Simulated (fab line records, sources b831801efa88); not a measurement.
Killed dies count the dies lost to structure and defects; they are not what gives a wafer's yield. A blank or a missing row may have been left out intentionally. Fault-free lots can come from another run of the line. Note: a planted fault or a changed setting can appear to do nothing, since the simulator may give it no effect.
Chamber matching :: flow sky130 :: SKY_METAL3_ETCH_17 on rieDiel-03: 4 sister chambers
The step etches SiO2 in C4F8/O2/Ar, stops on TiN, time 3.9 s, target depth 15 nm. 8 wafers are shown with their chamber, then 10 later ones without.

== WAFERS PAIRED WITH THEIR CHAMBERS ==
wafer: L081.1
chamber: 1
oesProductAu (a.u.): 0.750

wafer: L085.1
chamber: 2
oesProductAu (a.u.): 0.748

wafer: L088.2
chamber: 0
oesProductAu (a.u.): 0.749

wafer: L091.1
chamber: 3
oesProductAu (a.u.): 0.752

wafer: L091.2
chamber: 2
oesProductAu (a.u.): 0.739

wafer: L091.4
chamber: 1
oesProductAu (a.u.): 0.752

wafer: L092.1
chamber: 0
oesProductAu (a.u.): 0.749

wafer: L092.2
chamber: 3
oesProductAu (a.u.): 0.740

== WAFERS WITH NO CHAMBER GIVEN ==
wafer: L092.3
oesProductAu (a.u.): 0.736

wafer: L092.4
oesProductAu (a.u.): 0.754

wafer: L092.5
oesProductAu (a.u.): 0.755

wafer: L092.6
oesProductAu (a.u.): 0.747

wafer: L096.1
oesProductAu (a.u.): 0.739

wafer: L096.2
oesProductAu (a.u.): 0.744

wafer: L096.3
oesProductAu (a.u.): 0.763

wafer: L096.4
oesProductAu (a.u.): 0.760

wafer: L096.5
oesProductAu (a.u.): 0.751

wafer: L096.6
oesProductAu (a.u.): 0.760

== CHAMBER TAKEN BY EACH ==
wafer: L092.3
from the rows above: can't be placed: 2 or 3 or 0 or 1
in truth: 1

wafer: L092.4
from the rows above: can't be placed: 1 or 0 or 3 or 2
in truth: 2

wafer: L092.5
from the rows above: can't be placed: 1 or 0 or 3 or 2
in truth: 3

wafer: L092.6
from the rows above: can't be placed: 3 or 0 or 2 or 1
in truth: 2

wafer: L096.1
from the rows above: can't be placed: 2 or 3 or 0 or 1
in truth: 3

wafer: L096.2
from the rows above: can't be placed: 2 or 3 or 0 or 1
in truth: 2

wafer: L096.3
from the rows above: can't be placed: 1 or 0 or 3 or 2
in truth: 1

wafer: L096.4
from the rows above: can't be placed: 1 or 0 or 3 or 2
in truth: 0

wafer: L096.5
from the rows above: can't be placed: 1 or 0 or 3 or 2
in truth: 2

wafer: L096.6
from the rows above: can't be placed: 1 or 0 or 3 or 2
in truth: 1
Placed correctly: 0 of 10. These rows do not allow placing 10 (true chamber among the candidates in 10). Placed wrongly: 0.
How it was worked out, from the rows above alone: a wafer's distance from a chamber is the root of the sum, over the readings, of the square of ((its reading less the chamber's mean) divided by the reading's scatter). If the next closest chamber is less than 2 further off than the closest, the wafer can't be placed; otherwise it belongs to the closest. For every chamber, the mean is computed from those of its wafers that are shown. How the scatter is found: for the shown wafers, subtract from each reading the mean of its chamber, square and add these, divide the total by (wafers less chambers), then take the root.
